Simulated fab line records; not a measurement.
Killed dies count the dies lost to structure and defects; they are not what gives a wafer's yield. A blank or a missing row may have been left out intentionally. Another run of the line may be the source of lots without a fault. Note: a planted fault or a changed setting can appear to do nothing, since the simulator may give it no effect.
fab line records + flow sky130
[record]
- lots = 6
- wafers = 18
- last-day = 50
route steps=708 shown CAP2M@604 PAD_OPEN@708
lots untouched by any fault: they come from a run of this same line in which no faults occurred
start-h: start of the lot's first displayed wafer, in hours after the record's first day + wait-h: time in hours since the lot's previous step + " repeats the value in the row above + L1.1+2: several wafers, shown together as one row + - value missing, or start not given + * or withheld: withheld + < > ~ a bound
route shown NAME@n: a module of which the file shows steps, and the number in the route of the first + usual: mean/standard deviation of fault-free wafers + same: alike in all rows + chamber/n: place in a boat + sites: per-site readings + _std_site: the values' standard deviation + _edge_site: outer sites' mean less inner sites' + radius-mm: for every site, how far away it sits from the centre of the wafer + mask NAME#n: copy n + behind: tool/chamber where the wafer was last shaped + hold: why the lot went on hold/how many hours it stayed there/how the hold came to an end + device: the n, p or np transistor that did not switch + end of line: tests of these same wafers at the route's end + a step without rows: its recipe alone + killed: at the first sort, the dies lost to defects and structure; wafer yield is something else + map: the dies of a wafer, with x for killed, . for not killed, _ for no die there
set.NAME: the run value of the setting; set.NAME@STEP: its run value at that earlier step + model.NAME: the simulator's own value behind a step, which no gauge read
lots at some steps of the route; a table a step, a row a wafer
services: when a tool's chamber went out of use (start-h, in hours from the record's first day, below 0 if earlier), for how many hours, and the reason
[[steps]]
[step SKY_CAP2M_THK_MEAS_01]
[recipe]
- reads = SiO2_of_CAP2M_CVD_00
[usual]
- CAP2M_CVD_00_THK = 15.53/0.23
| lot.wafer | tool          | chamber | start-h | wait-h | CAP2M_CVD_00_THK[nm] |
|-----------|---------------|---------|---------|--------|----------------------|
| L708.1    | film-metro-04 | -       | 936.64  | -      | 15.41                |
| L708.5    | "             | -       | "       | "      | 15.92                |
| L708.6    | "             | -       | "       | "      | 15.55                |
| L717.2    | film-metro-01 | -       | 1010.69 | -      | 15.97                |
| L717.3    | "             | -       | "       | "      | 16.17                |
| L717.5    | "             | -       | "       | "      | 15.88                |
| L724.2    | film-metro-01 | -       | 1051.02 | -      | 15.41                |
| L724.3    | "             | -       | "       | "      | 15.24                |
| L724.6    | "             | -       | "       | "      | 15.54                |
| L725.2    | film-metro-04 | -       | 1054.02 | -      | 15.53                |
| L725.5    | "             | -       | "       | "      | 15.61                |
| L725.6    | "             | -       | "       | "      | 15.29                |
| L728.2    | film-metro-04 | -       | 1080.00 | -      | 15.62                |
| L728.4    | "             | -       | "       | "      | 15.66                |
| L728.5    | "             | -       | "       | "      | 15.58                |
| L730.1    | film-metro-04 | -       | 1082.02 | -      | 15.35                |
| L730.3    | "             | -       | "       | "      | 15.39                |
| L730.4    | "             | -       | "       | "      | 15.63                |
[step SKY_CAP2M_SPUTTER_02]
[recipe]
- material = TiN
- target-thk-nm = 200
- temp-c = 300
- power-w = 6500
- time-s = 166.7
- chamber-pressure-pa = 0.4
[usual]
- throttle-valve-pct = 30.3/0.59
| lot.wafer | tool           | chamber | start-h | wait-h | throttle-valve-pct |
|-----------|----------------|---------|---------|--------|--------------------|
| L708.1    | pvd-sputter-01 | -       | 936.70  | 0.1    | 30.3               |
| L708.5    | "              | -       | "       | "      | 30.0               |
| L708.6    | "              | -       | "       | "      | 30.6               |
| L717.2    | pvd-sputter-02 | -       | 1010.74 | 0.0    | 31.3               |
| L717.3    | "              | -       | "       | "      | 28.9               |
| L717.5    | "              | -       | "       | "      | 28.6               |
| L724.2    | pvd-sputter-01 | -       | 1051.07 | 0.0    | 30.8               |
| L724.3    | "              | -       | "       | "      | 30.6               |
| L724.6    | "              | -       | "       | "      | 30.6               |
| L725.2    | pvd-sputter-02 | -       | 1054.07 | 0.0    | 30.4               |
| L725.5    | "              | -       | "       | "      | 31.3               |
| L725.6    | "              | -       | "       | "      | 30.0               |
| L728.2    | pvd-sputter-03 | -       | 1080.05 | 0.0    | 29.8               |
| L728.4    | "              | -       | "       | "      | 31.4               |
| L728.5    | "              | -       | "       | "      | 31.4               |
| L730.1    | pvd-sputter-01 | -       | 1082.08 | 0.1    | 30.5               |
| L730.3    | "              | -       | "       | "      | 29.9               |
| L730.4    | "              | -       | "       | "      | 31.0               |
[step SKY_CAP2M_RS_MEAS_03]
[recipe]
- thk-meas-gauge = four-point-probe
- reads = TiN_of_CAP2M_SPUTTER_02
[usual]
- CAP2M_TIN_RS = 6.92/0.058
| lot.wafer | tool          | chamber | start-h | wait-h | CAP2M_TIN_RS[ohm/sq] |
|-----------|---------------|---------|---------|--------|----------------------|
| L708.1    | film-metro-04 | -       | 936.81  | 0.1    | 6.87                 |
| L708.5    | "             | -       | "       | "      | 6.80                 |
| L708.6    | "             | -       | "       | "      | 6.92                 |
| L717.2    | film-metro-03 | -       | 1010.87 | 0.1    | 6.95                 |
| L717.3    | "             | -       | "       | "      | 6.93                 |
| L717.5    | "             | -       | "       | "      | 6.93                 |
| L724.2    | film-metro-03 | -       | 1051.20 | 0.1    | 6.85                 |
| L724.3    | "             | -       | "       | "      | 6.83                 |
| L724.6    | "             | -       | "       | "      | 6.78                 |
| L725.2    | film-metro-01 | -       | 1054.20 | 0.1    | 6.92                 |
| L725.5    | "             | -       | "       | "      | 6.88                 |
| L725.6    | "             | -       | "       | "      | 6.84                 |
| L728.2    | film-metro-01 | -       | 1080.18 | 0.1    | 7.03                 |
| L728.4    | "             | -       | "       | "      | 7.07                 |
| L728.5    | "             | -       | "       | "      | 7.04                 |
| L730.1    | film-metro-03 | -       | 1082.19 | 0.1    | 6.94                 |
| L730.3    | "             | -       | "       | "      | 6.99                 |
| L730.4    | "             | -       | "       | "      | 6.97                 |
[step SKY_CAP2M_THK_MEAS_04]
[recipe]
- thk-meas-gauge = xrf
- reads = TiN_of_CAP2M_SPUTTER_02
[usual]
- CAP2M_TIN_THK = 201.3/1.7
| lot.wafer | tool          | chamber | start-h | wait-h | CAP2M_TIN_THK[nm] |
|-----------|---------------|---------|---------|--------|-------------------|
| L708.1    | film-metro-04 | -       | 936.93  | 0.1    | 202.8             |
| L708.5    | "             | -       | "       | "      | 204.1             |
| L708.6    | "             | -       | "       | "      | 200.2             |
| L717.2    | film-metro-03 | -       | 1010.98 | 0.1    | 200.2             |
| L717.3    | "             | -       | "       | "      | 201.3             |
| L717.5    | "             | -       | "       | "      | 201.0             |
| L724.2    | film-metro-03 | -       | 1051.31 | 0.1    | 203.0             |
| L724.3    | "             | -       | "       | "      | 203.6             |
| L724.6    | "             | -       | "       | "      | 204.5             |
| L725.2    | film-metro-01 | -       | 1054.31 | 0.1    | 200.7             |
| L725.5    | "             | -       | "       | "      | 202.3             |
| L725.6    | "             | -       | "       | "      | 204.1             |
| L728.2    | film-metro-01 | -       | 1080.29 | 0.1    | 198.9             |
| L728.4    | "             | -       | "       | "      | 197.6             |
| L728.5    | "             | -       | "       | "      | 199.6             |
| L730.1    | film-metro-03 | -       | 1082.31 | 0.1    | 201.6             |
| L730.3    | "             | -       | "       | "      | 200.0             |
| L730.4    | "             | -       | "       | "      | 199.5             |
[step SKY_CAP2M_DEHYDRATE_05]
[recipe]
- temp-c = 200
- time-s = 60
[step SKY_CAP2M_HMDS_06]
[recipe]
- prime-time-s = 60
- prime-temp-c = 120
[step SKY_CAP2M_COAT_07]
[recipe]
- resist = NOVOLAK
- spin-rpm = 3000
- resist-thk-nm = 1140
[step SKY_CAP2M_SOFTBAKE_08]
[recipe]
- temp-c = 90
- time-s = 60
- resist = NOVOLAK
[step SKY_CAP2M_EXPOSE_09]
[recipe]
- mask-id = CAP2M
- na = 0.6
- source-shape = conventional
- sigma-outer = 0.6
- polarization = unpolarized
- target-cd-nm = 1000
- dose-mj = 159
[step SKY_CAP2M_PEB_10]
[recipe]
- temp-c = withheld
- time-s = *
- resist = NOVOLAK
[step SKY_CAP2M_DEVELOP_11]
[recipe]
- resist = NOVOLAK
- developer = TMAH
- develop-time-s = 60
- dev-temp-c = 23
[step SKY_CAP2M_OVL_MEAS_12]
[usual]
- CAP2M_OVL = -0.8/1.7
| lot.wafer | tool       | chamber | start-h | wait-h | CAP2M_OVL[nm] |
|-----------|------------|---------|---------|--------|---------------|
| L708.1    | overlay-01 | -       | 960.78  | 0.1    | -0.8          |
| L708.5    | "          | -       | "       | "      | -1.8          |
| L708.6    | "          | -       | "       | "      | -3.1          |
| L717.2    | overlay-02 | -       | 1033.37 | 0.1    | 0.5           |
| L717.3    | "          | -       | "       | "      | -1.2          |
| L717.5    | "          | -       | "       | "      | 0.1           |
| L724.2    | overlay-02 | -       | 1071.87 | 0.1    | 1.4           |
| L724.3    | "          | -       | "       | "      | 2.0           |
| L724.6    | "          | -       | "       | "      | -0.4          |
| L725.2    | overlay-01 | -       | 1075.24 | 0.1    | 0.1           |
| L725.5    | "          | -       | "       | "      | 1.6           |
| L725.6    | "          | -       | "       | "      | -0.2          |
| L728.2    | overlay-02 | -       | 1101.07 | 0.1    | -1.0          |
| L728.4    | "          | -       | "       | "      | -1.1          |
| L728.5    | "          | -       | "       | "      | -1.4          |
| L730.1    | overlay-01 | -       | 1102.01 | 0.1    | -3.2          |
| L730.3    | "          | -       | "       | "      | -2.9          |
| L730.4    | "          | -       | "       | "      | -1.4          |
[step SKY_CAP2M_METAL_ETCH_13]
[recipe]
- target-depth-nm = 220
- stop-on = SiO2
- chemistry = Cl2/BCl3
- target = TiN
- pressure-mtorr = 10
- icp-w = 900
- bias-w = 48.5
- Cl2_flow_sccm = 60
- bcl3-flow-sccm = 30
- time-s = 62.9
[usual]
- drypump-motor-current-A = 5.3/0.67
- oes-product-au = 0.942/0.0062
- rf-fwd-power-W = 891/3.3
- throttle-valve-pct = 21.902/0.0089
| lot.wafer | tool         | chamber | start-h | wait-h | drypump-motor-current-A | oes-product-au | rf-fwd-power-W | rf-hours-counter-h | throttle-valve-pct | model.NOVOLAK_of_CAP2M_COAT_07.thk-nm | model.etch.depth-nm | model.CAP2M.feature-depth-nm |
|-----------|--------------|---------|---------|--------|-------------------------|----------------|----------------|--------------------|--------------------|---------------------------------------|---------------------|------------------------------|
| L708.1    | rie-metal-04 | 1       | 960.82  | 0.0    | 5.1                     | 0.947          | 896            | 1                  | 21.902             | 992.7                                 | 201.4               | 201.4                        |
| L708.5    | "            | 1       | "       | "      | 5.1                     | 0.948          | 892            | -                  | 21.899             | 993.1                                 | 202.9               | 202.9                        |
| L708.6    | "            | 0       | "       | "      | 5.7                     | 0.934          | 884            | -                  | 21.887             | 992.7                                 | 199.6               | 199.6                        |
| L717.2    | rie-metal-02 | 1       | 1033.40 | 0.0    | 5.1                     | 0.940          | 888            | 8                  | 21.905             | 988.9                                 | 199                 | 199                          |
| L717.3    | "            | 1       | "       | "      | 5.1                     | 0.935          | 891            | -                  | 21.916             | 993.3                                 | 199.5               | 199.5                        |
| L717.5    | "            | 0       | "       | "      | 6.8                     | 0.941          | 890            | -                  | 21.904             | 990.3                                 | 199.4               | 199.4                        |
| L724.2    | rie-metal-04 | 1       | 1071.90 | 0.0    | 5.0                     | 0.916          | 742            | 7                  | 21.916             | 1012                                  | 190.7               | 190.7                        |
| L724.3    | "            | 1       | "       | "      | 5.0                     | 0.918          | 745            | -                  | 21.920             | 1009                                  | 191.3               | 191.3                        |
| L724.6    | "            | 0       | "       | "      | 5.7                     | 0.912          | 745            | -                  | 21.917             | 1013                                  | 189.1               | 189.1                        |
| L725.2    | rie-metal-04 | 0       | 1075.27 | 0.0    | 5.7                     | 0.912          | 741            | 22                 | 21.929             | 1009                                  | 189.9               | 189.9                        |
| L725.5    | "            | 1       | "       | "      | 5.0                     | 0.911          | 749            | -                  | 21.903             | 1007                                  | 193.5               | 193.5                        |
| L725.6    | "            | 0       | "       | "      | 5.7                     | 0.927          | 742            | -                  | 21.916             | 1008                                  | 191.5               | 191.5                        |
| L728.2    | rie-metal-01 | 0       | 1101.10 | 0.0    | 5.0                     | 0.930          | 889            | 11                 | 21.907             | 991.3                                 | 197                 | 197                          |
| L728.4    | "            | 1       | "       | "      | 4.7                     | 0.933          | 892            | -                  | 21.918             | 988.9                                 | 196                 | 196                          |
| L728.5    | "            | 0       | "       | "      | 5.0                     | 0.934          | 893            | -                  | 21.920             | 992.3                                 | 196.6               | 196.6                        |
| L730.1    | rie-metal-02 | 0       | 1102.05 | 0.0    | 6.8                     | 0.941          | 895            | 25                 | 21.901             | 996.6                                 | 199.1               | 199.1                        |
| L730.3    | "            | 0       | "       | "      | 6.8                     | 0.936          | 893            | -                  | 21.912             | 991.4                                 | 197.8               | 197.8                        |
| L730.4    | "            | 1       | "       | "      | 5.1                     | 0.948          | 891            | -                  | 21.912             | 985                                   | 198.6               | 198.6                        |
[step SKY_CAP2M_STRIP_14]
[recipe]
- chemistry = O2/N2
- power-w = 1400
- pressure-mtorr = 1500
- platen-temp-c = withheld
- o2-flow-sccm = 3000
- n2-flow-sccm = 300
- overash-fraction = 0.5
[usual]
- drypump-motor-current-A = 5.77/0.17
- oes-product-au = 0.710/0.005
- strip-time-to-endpoint-s = 12.63/0.04
| lot.wafer | tool            | chamber | start-h | wait-h | drypump-motor-current-A | oes-product-au | rf-hours-counter-h | strip-time-to-endpoint-s |
|-----------|-----------------|---------|---------|--------|-------------------------|----------------|--------------------|--------------------------|
| L708.1    | plasma-asher-02 | 1       | 960.90  | 0.1    | 5.88                    | 0.715          | 117                | 12.64                    |
| L708.5    | "               | 1       | "       | "      | 5.89                    | 0.712          | -                  | 12.68                    |
| L708.6    | "               | 0       | "       | "      | 5.54                    | 0.714          | -                  | 12.65                    |
| L717.2    | plasma-asher-01 | 1       | 1033.47 | 0.1    | 5.79                    | 0.706          | 28                 | 12.60                    |
| L717.3    | "               | 0       | "       | "      | 5.81                    | 0.717          | -                  | 12.65                    |
| L717.5    | "               | 1       | "       | "      | 5.77                    | 0.712          | -                  | 12.62                    |
| L724.2    | plasma-asher-02 | 0       | 1071.97 | 0.1    | 5.53                    | 0.703          | 1                  | 12.79                    |
| L724.3    | "               | 0       | "       | "      | 5.54                    | 0.706          | -                  | 12.83                    |
| L724.6    | "               | 0       | "       | "      | 5.55                    | 0.708          | -                  | 12.83                    |
| L725.2    | plasma-asher-02 | 0       | 1075.35 | 0.1    | 5.55                    | 0.708          | 1                  | 12.77                    |
| L725.5    | "               | 1       | "       | "      | 5.90                    | 0.702          | -                  | 12.82                    |
| L725.6    | "               | 0       | "       | "      | 5.53                    | 0.706          | -                  | 12.82                    |
| L728.2    | plasma-asher-02 | 0       | 1101.17 | 0.1    | 5.54                    | 0.709          | 4                  | 12.65                    |
| L728.4    | "               | 0       | "       | "      | 5.51                    | 0.712          | -                  | 12.59                    |
| L728.5    | "               | 0       | "       | "      | 5.52                    | 0.717          | -                  | 12.65                    |
| L730.1    | plasma-asher-02 | 1       | 1102.12 | 0.1    | 5.92                    | 0.704          | 4                  | 12.71                    |
| L730.3    | "               | 1       | "       | "      | 5.92                    | 0.715          | -                  | 12.64                    |
| L730.4    | "               | 0       | "       | "      | 5.52                    | 0.709          | -                  | 12.55                    |
[step SKY_CAP2M_STRIP_15]
[recipe]
- chemistry = post-etch-residue-remover
- time-s = 1200
- temp-c = 72.5
[step SKY_PAD_OPEN_PROBE_99]
[usual]
- defect-limited-yield = 82.6/1.9
- killed_at_M0_to_M3 = 43/6.9
- killed_at_M4_up = 3.0/1.8
- killed-at-contacts = 24/4.8
- killed-at-front-end = 15/4.5
- killed-at-other = 0.4/0.67
- killed-dies = 86/9.2
- killed-on-rim = 17/3.5
- killed-open = 46/6.9
- killed-short = 39/6
[same]
- gross-dies = 492
- killed-at-back-side = 0
| lot.wafer | tool      | chamber | start-h | wait-h | defect-limited-yield[%] | killed_at_M0_to_M3 | killed_at_M4_up | killed-at-contacts | killed-at-front-end | killed-at-other | killed-dies | killed-on-rim | killed-open | killed-short |
|-----------|-----------|---------|---------|--------|-------------------------|--------------------|-----------------|--------------------|---------------------|-----------------|-------------|---------------|-------------|--------------|
| L708.1    | prober-01 | -       | 1079.68 | 0.1    | 81.9                    | 45                 | 2               | 21                 | 21                  | 0               | 89          | 14            | 49          | 40           |
| L708.5    | prober-01 | -       | 1079.88 | 0.2    | 81.1                    | 49                 | 3               | 26                 | 15                  | 0               | 93          | 17            | 52          | 41           |
| L708.6    | prober-01 | -       | 1079.93 | 0.2    | 82.1                    | 43                 | 7               | 22                 | 16                  | 0               | 88          | 24            | 46          | 41           |
| L717.2    | prober-01 | -       | 1144.62 | 0.1    | 81.7                    | 45                 | 0               | 28                 | 17                  | 0               | 90          | 23            | 50          | 40           |
| L717.3    | prober-01 | -       | 1144.67 | 0.2    | 82.5                    | 48                 | 4               | 20                 | 14                  | 0               | 86          | 17            | 47          | 38           |
| L717.5    | prober-01 | -       | 1144.77 | 0.2    | 85.4                    | 38                 | 6               | 19                 | 9                   | 0               | 72          | 12            | 34          | 38           |
| L724.2    | prober-02 | -       | 1177.01 | 0.1    | 1.8                     | 52                 | 4               | 24                 | 13                  | 390             | 483         | 87            | 48          | 45           |
| L724.3    | prober-02 | -       | 1177.06 | 0.2    | 1.8                     | 42                 | 3               | 30                 | 17                  | 391             | 483         | 89            | 58          | 34           |
| L724.6    | prober-02 | -       | 1177.21 | 0.2    | 0                       | 40                 | 0               | 20                 | 20                  | 412             | 492         | 96            | 48          | 30           |
| L725.2    | prober-01 | -       | 1178.75 | 0.1    | 4.5                     | 53                 | 6               | 23                 | 15                  | 373             | 470         | 80            | 57          | 39           |
| L725.5    | prober-01 | -       | 1178.90 | 0.2    | 20.5                    | 42                 | 6               | 25                 | 22                  | 296             | 391         | 41            | 54          | 42           |
| L725.6    | prober-01 | -       | 1178.95 | 0.2    | 1.4                     | 52                 | 3               | 19                 | 7                   | 404             | 485         | 91            | 52          | 29           |
| L728.2    | prober-02 | -       | 1198.39 | 0.1    | 85.6                    | 33                 | 5               | 19                 | 13                  | 1               | 71          | 20            | 41          | 30           |
| L728.4    | prober-02 | -       | 1198.49 | 0.2    | 87.0                    | 28                 | 2               | 23                 | 11                  | 0               | 64          | 10            | 42          | 22           |
| L728.5    | prober-02 | -       | 1198.54 | 0.2    | 81.3                    | 42                 | 5               | 22                 | 20                  | 3               | 92          | 17            | 41          | 48           |
| L730.1    | prober-02 | -       | 1199.84 | 0.1    | 83.1                    | 50                 | 2               | 23                 | 8                   | 0               | 83          | 21            | 44          | 39           |
| L730.3    | prober-02 | -       | 1199.94 | 0.2    | 82.3                    | 50                 | 5               | 21                 | 10                  | 1               | 87          | 15            | 42          | 45           |
| L730.4    | prober-02 | -       | 1199.99 | 0.2    | 82.7                    | 42                 | 2               | 20                 | 20                  | 1               | 85          | 15            | 46          | 39           |
// killed by level:class
L708.1 VIA2:geometric-particle:open=12 POLY_GATE:geometric-particle:open=9 CONTACT:geometric-particle:open=9 METAL2:geometric-particle:short=8 POLY_GATE:geometric-particle:short=6 LOCAL_INTERCONNECT:geometric-particle:short=6 VIA1:geometric-particle:open=5 VIA1:geometric-particle:short=5
L708.5 VIA1:geometric-particle:open=10 VIA3:geometric-particle:open=10 LI_CONTACT:geometric-particle:open=7 METAL1:geometric-particle:short=6 CONTACT:geometric-particle:open=5 LOCAL_INTERCONNECT:geometric-particle:short=5 VIA2:geometric-particle:open=5 LI_CONTACT:geometric-particle:short=4
L708.6 CONTACT:geometric-particle:open=10 METAL2:geometric-particle:short=8 VIA3:geometric-particle:open=7 LI_CONTACT:geometric-particle:open=6 VIA1:geometric-particle:open=6 METAL1:geometric-particle:short=5 VIA1:geometric-particle:short=4 POLY_GATE:geometric-particle:open=4
L717.2 CONTACT:geometric-particle:open=10 VIA3:geometric-particle:open=10 METAL2:geometric-particle:short=8 CONTACT:geometric-particle:short=7 METAL1:geometric-particle:short=7 POLY_GATE:geometric-particle:short=6 LI_CONTACT:geometric-particle:open=6 VIA1:geometric-particle:open=6
L717.3 VIA1:geometric-particle:open=9 VIA3:geometric-particle:open=8 LOCAL_INTERCONNECT:geometric-particle:short=6 CONTACT:geometric-particle:open=6 VIA2:geometric-particle:short=6 VIA2:geometric-particle:open=6 LI_CONTACT:geometric-particle:open=5 METAL2:geometric-particle:short=4
L717.5 LI_CONTACT:geometric-particle:open=8 VIA1:geometric-particle:open=8 METAL2:geometric-particle:short=7 VIA3:geometric-particle:open=6 VIA2:geometric-particle:open=4 METAL1:geometric-particle:short=4 VIA1:geometric-particle:short=4 METAL3:geometric-particle:short=4
L724.2 CAP2M:area-etch=390 CONTACT:geometric-particle:open=12 METAL1:geometric-particle:short=12 LI_CONTACT:geometric-particle:open=8 VIA1:geometric-particle:short=8 VIA1:geometric-particle:open=8 VIA2:geometric-particle:open=6 VIA3:geometric-particle:open=5
L724.3 CAP2M:area-etch=391 VIA1:geometric-particle:open=13 LI_CONTACT:geometric-particle:open=12 CONTACT:geometric-particle:open=8 VIA3:geometric-particle:open=7 VIA2:geometric-particle:open=6 FIELD_ISO:geometric-particle:open=5 VIA1:geometric-particle:short=5
L724.6 CAP2M:area-etch=412 CONTACT:geometric-particle:open=9 VIA1:geometric-particle:open=9 LI_CONTACT:geometric-particle:open=7 FIELD_ISO:geometric-particle:short=6 VIA2:geometric-particle:open=6 FIELD_ISO:geometric-particle:open=6 VIA3:geometric-particle:open=5
L725.2 CAP2M:area-etch=373 VIA1:geometric-particle:open=20 CONTACT:geometric-particle:open=11 VIA1:geometric-particle:short=8 LI_CONTACT:geometric-particle:open=7 VIA2:geometric-particle:open=6 FIELD_ISO:geometric-particle:short=5 POLY_GATE:geometric-particle:open=4
L725.5 CAP2M:area-etch=295 VIA1:geometric-particle:open=12 CONTACT:geometric-particle:open=9 LI_CONTACT:geometric-particle:open=8 VIA3:geometric-particle:open=7 POLY_GATE:geometric-particle:short=6 VIA1:geometric-particle:short=6 FIELD_ISO:geometric-particle:short=5
L725.6 CAP2M:area-etch=404 VIA1:geometric-particle:open=16 VIA3:geometric-particle:open=12 METAL2:geometric-particle:short=6 CONTACT:geometric-particle:short=5 CONTACT:geometric-particle:open=4 LI_CONTACT:geometric-particle:open=4 VIA1:geometric-particle:short=4
L728.2 VIA1:geometric-particle:open=10 LI_CONTACT:geometric-particle:open=6 VIA2:geometric-particle:open=6 CONTACT:geometric-particle:open=5 METAL2:geometric-particle:short=5 FIELD_ISO:geometric-particle:open=4 FIELD_ISO:geometric-particle:short=4 METAL1:geometric-particle:short=4
L728.4 CONTACT:geometric-particle:open=9 LI_CONTACT:geometric-particle:open=9 VIA1:geometric-particle:open=8 POLY_GATE:geometric-particle:open=5 VIA3:geometric-particle:open=5 METAL2:geometric-particle:short=4 VIA1:geometric-particle:short=4 FIELD_ISO:geometric-particle:short=3
L728.5 METAL2:geometric-particle:short=8 VIA2:geometric-particle:open=8 LOCAL_INTERCONNECT:geometric-particle:short=7 FIELD_ISO:geometric-particle:short=6 FIELD_ISO:geometric-particle:open=5 VIA1:geometric-particle:short=5 VIA1:geometric-particle:open=5 LI_CONTACT:geometric-particle:open=4
L730.1 VIA3:geometric-particle:open=12 VIA1:geometric-particle:open=9 METAL1:geometric-particle:short=7 VIA1:geometric-particle:short=6 CONTACT:geometric-particle:short=6 CONTACT:geometric-particle:open=6 LI_CONTACT:geometric-particle:open=5 METAL2:geometric-particle:short=3
L730.3 VIA1:geometric-particle:open=13 METAL1:geometric-particle:short=9 LOCAL_INTERCONNECT:geometric-particle:short=7 VIA3:geometric-particle:open=6 FIELD_ISO:geometric-particle:short=5 VIA2:geometric-particle:open=5 VIA1:geometric-particle:short=5 LI_CONTACT:geometric-particle:open=4
L730.4 VIA1:geometric-particle:open=13 LOCAL_INTERCONNECT:geometric-particle:short=7 VIA1:geometric-particle:short=7 POLY_GATE:geometric-particle:open=6 FIELD_ISO:geometric-particle:short=5 LOCAL_INTERCONNECT:geometric-particle:open=5 LI_CONTACT:geometric-particle:open=4 VIA3:geometric-particle:open=4
// map L724.6 (x killed, . not)
__________xxxxxxxxxx_________
________xxxxxxxxxxxxxx_______
______xxxxxxxxxxxxxxxxxx_____
_____xxxxxxxxxxxxxxxxxxxx____
____xxxxxxxxxxxxxxxxxxxxxx___
___xxxxxxxxxxxxxxxxxxxxxxxx__
__xxxxxxxxxxxxxxxxxxxxxxxxxx_
_xxxxxxxxxxxxxxxxxxxxxxxxxxxx
_xxxxxxxxxxxxxxxxxxxxxxxxxxxx
_xxxxxxxxxxxxxxxxxxxxxxxxxxxx
_xxxxxxxxxxxxxxxxxxxxxxxxxxxx
_xxxxxxxxxxxxxxxxxxxxxxxxxxxx
_xxxxxxxxxxxxxxxxxxxxxxxxxxxx
_xxxxxxxxxxxxxxxxxxxxxxxxxxxx
_xxxxxxxxxxxxxxxxxxxxxxxxxxxx
__xxxxxxxxxxxxxxxxxxxxxxxxxx_
___xxxxxxxxxxxxxxxxxxxxxxxx__
____xxxxxxxxxxxxxxxxxxxxxx___
_____xxxxxxxxxxxxxxxxxxxx____
______xxxxxxxxxxxxxxxxxx_____
________xxxxxxxxxxxxxx_______
__________xxxxxxxxxx_________
// map L725.6 (x killed, . not)
__________xxxxxxxxxx_________
________xxxxxxxxxxxxxx_______
______xxxxxxxxxxxxxxxxxx_____
_____xxxxxxxxxxxxxxxxxxxx____
____xxxxxxxxxxxxxxxxxxxxxx___
___xxxxxxxxxxxxxxxxxxxxxxxx__
__xxxxxxxxxxxxxxxxxxxxxxxxxx_
_xxxxxxxxxxxxxxxxxxxxxxxxxxxx
_xxxxxxxxxxxxxxxxxxxxxxxxxxxx
_xxxxxxxxxxxxxxxxxxxxxxxxxx.x
_xxxxxxxxxxxxxxxxxxxxxxxxxxxx
_xxxxxxxxxxxxxxxxxxxxxxxxxxxx
_xxxxxxxxxxxxxxxxxxxxxxxxxxxx
_xxxxxxxxxxxxxxxxxxxxxxxxxx.x
_xxxxxxxxxxxxxxxxxxxxxxxxxx.x
__xxxxxxxxxxxxxxxxxxxxxxxxx._
___xxxxxxxxxxxxxxxxxxxxxxxx__
____xxxxxxxxxxxxxxxxxxxxxx___
_____xxxxxxxxxxxxxxxxxxxx____
______.xxxxxxxxxxxxxxxxx_____
________xxxxxxxxxxxxxx_______
__________xxxx.xxxx._________
[[services]]
| tool            | chamber | start-h | hours | kind                   |
|-----------------|---------|---------|-------|------------------------|
| rie-metal-04    | 1       | 919.09  | -     | clean                  |
| rie-metal-04    | 1       | 919.09  | 20.9  | scheduled-down         |
| rie-metal-04    | 1       | 919.09  | 20.9  | vent-cycle             |
| pvd-sputter-01  | -       | 942.08  | 3.2   | repair                 |
| plasma-asher-02 | -       | 950.47  | 0.4   | repair                 |
| rie-metal-04    | 0       | 978.12  | 3.9   | repair                 |
| pvd-sputter-02  | 1       | 990.61  | -     | consumable-replace:kit |
| pvd-sputter-02  | 1       | 990.61  | 18.0  | scheduled-down         |
| pvd-sputter-02  | 1       | 990.61  | 18.0  | vent-cycle             |
| rie-metal-01    | -       | 997.18  | 0.3   | repair                 |
| pvd-sputter-01  | -       | 1005.36 | 0.5   | repair                 |
| rie-metal-04    | 1       | 1013.16 | 6.1   | repair                 |
| plasma-asher-02 | -       | 1049.16 | 5.8   | repair                 |
| pvd-sputter-01  | 2       | 1052.17 | -     | consumable-replace:kit |
| pvd-sputter-01  | 2       | 1052.17 | 18.0  | scheduled-down         |
| pvd-sputter-01  | 2       | 1052.17 | 18.0  | vent-cycle             |
| plasma-asher-02 | -       | 1055.33 | 9.0   | pm                     |
| plasma-asher-02 | 0       | 1055.33 | 9.0   | vent-cycle             |
| plasma-asher-02 | 1       | 1055.33 | 9.0   | vent-cycle             |
| plasma-asher-02 | 0       | 1064.33 | -     | clean                  |
| plasma-asher-02 | 1       | 1064.33 | -     | clean                  |
| pvd-sputter-02  | -       | 1087.76 | 4.4   | repair                 |
| pvd-sputter-02  | 0       | 1098.67 | -     | consumable-replace:kit |
| pvd-sputter-02  | 0       | 1098.67 | 18.0  | scheduled-down         |
[[key]]
[first-sign]
- step = SKY_CAP2M_METAL_ETCH_13
- reading = rf-fwd-power-W
- direction = down
- sigmas = 45
- usual = 891
- struck = 744
[effect]
- step = SKY_CAP2M_METAL_ETCH_13
- reading = oes-product-au
- direction = down
- sigmas = 4.1
- usual = 0.942
- struck = 0.916
[effect]
- step = SKY_CAP2M_STRIP_14
- reading = strip-time-to-endpoint-s
- direction = up
- sigmas = 4.4
- usual = *
- struck = *
[effect]
- step = SKY_PAD_OPEN_PROBE_99
- reading = killed-at-other
- direction = up
- sigmas = 99+
- usual = 0.4
- struck = 377.7
[model-effect]
- step = SKY_CAP2M_METAL_ETCH_13
- value = NOVOLAK_of_CAP2M_COAT_07.thk-nm
- without = 989.4
- struck = 1010
[more-kills-born-at]
- SKY_CAP2M_METAL_ETCH_13@rie-metal-04 = 2265
met-at SKY_CAP2M_METAL_ETCH_13
struck-wafers L724.2,L724.3,L724.6,L725.2,L725.5,L725.6
later-rows-left-out L724.2,L724.3,L724.6,L725.2,L725.5,L725.6
onset-between 960.82 1071.90
[fault]
- kind = process-parameter-drift
- tool = rie-metal-04
- chamber = -
- onset-h = 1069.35
- steps = SKY_CAP2M_METAL_ETCH_13
- channel = icp-w
- offset = -144
- shape = step
- end-h = 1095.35
- acts-in = these-recipes-only
- stated = 900
// later-rows-left-out: the simulator's readings of these wafers behind a module that went badly wrong aren't trusted and aren't shown, but for the sort
